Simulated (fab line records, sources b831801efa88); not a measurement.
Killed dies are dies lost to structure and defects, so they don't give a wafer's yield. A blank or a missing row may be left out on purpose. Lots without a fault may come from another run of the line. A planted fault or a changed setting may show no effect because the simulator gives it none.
Problem report in the 8D (eight disciplines) form, filled by code | flow gf180mcu | the parts of the form that need people (team, actions taken, sign-off) are left out

1. THE PROBLEM
n2_flow_sccm at GF_HV_LDD_STRIP_49 reads a mean of 239.5 sccm on 6 wafers of 2 lots; wafers without a fault read 300.1 sccm with a standard deviation of 0.91. That is -67 standard deviations from the usual mean.
The step: strips in O2/N2.
First seen on wafer L606.2, day 16 12:18, on plasma_asher-03. The record holds 39 wafers of 13 lots with a number at this step. Rule for "out", or "out of limits": more than 4 standard deviations from the usual mean. The other wafers with a number count as sound.

2. WHAT IT IS AND WHAT IT IS NOT
question                    | is                     | is not
which readings at this step | n2_flow_sccm           | drypump_motor_current_A, heater_power_w, oes_product_au, strip_time_to_endpoint_s
which lots                  | L606, L608             | L594, L596, L597, L598, L601, L611, L612, L614, L615, L616, L617
which wafers of those lots  | all that have a number | -
read on which tools         | plasma_asher-03        | plasma_asher-01, plasma_asher-02
when                        | from day 16 12:18      | up to then (15 sound wafers); but 18 sound wafers of L611, L612, L614, L615, L616, L617 came after

3. SUSPECTS, AND WHAT RULES EACH OUT
Counting: a tool at a process step up to the reading stays a suspect if it ran every lot that is out and no sound lot after the first of them.
- plasma_asher-02 at GF_VT_IMPLANT_STRIP_42 (strips in O2/N2): ruled out as a lasting fault. Sound lots L614, L617 ran on it after its first lot that is out, L606 (day 10 20:29).
- plasma_asher-03 at GF_HV_LDD_STRIP_49 (strips in O2/N2): ruled out as a lasting fault. Sound lots L616 ran on it after its first lot that is out, L606 (day 16 12:18).
Left after counting: nothing in the record.

4. THE CAUSE (what the simulator had put in)
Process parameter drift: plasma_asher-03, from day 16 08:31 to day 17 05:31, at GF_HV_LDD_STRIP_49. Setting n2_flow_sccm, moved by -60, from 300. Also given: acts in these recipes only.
Counting ruled it out, wrongly.

5. THE CHAIN OF EFFECTS, in route order
Each row: a reading whose mean over the struck wafers that have a number lies more than 3 standard deviations from the usual. Only readings for which the record gives a usual standard deviation are gone through. hours: the time from each lot's start at the first step in this table that gives one to its start at this step, as a median over the lots. sigmas: the change in usual standard deviations.
hours | step               | reading      | usual      | on struck wafers | change | sigmas
0     | GF_HV_LDD_STRIP_49 | n2_flow_sccm | 300.1 sccm | 239.5            | -60.6  | -67
The process steps in it:
- GF_HV_LDD_STRIP_49: strips in O2/N2.
Later measuring or inspecting steps at which every struck wafer that the step has a row for has a number for every such reading, and none has moved that far: GF_HV_LDD_TW_MEAS_50, GF_PSD_CD_MEAS_07.

6. WHAT WOULD HAVE CAUGHT IT SOONER
In this record the first reading out of limits was taken at day 16 12:18, 4 hours after the fault began at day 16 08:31.
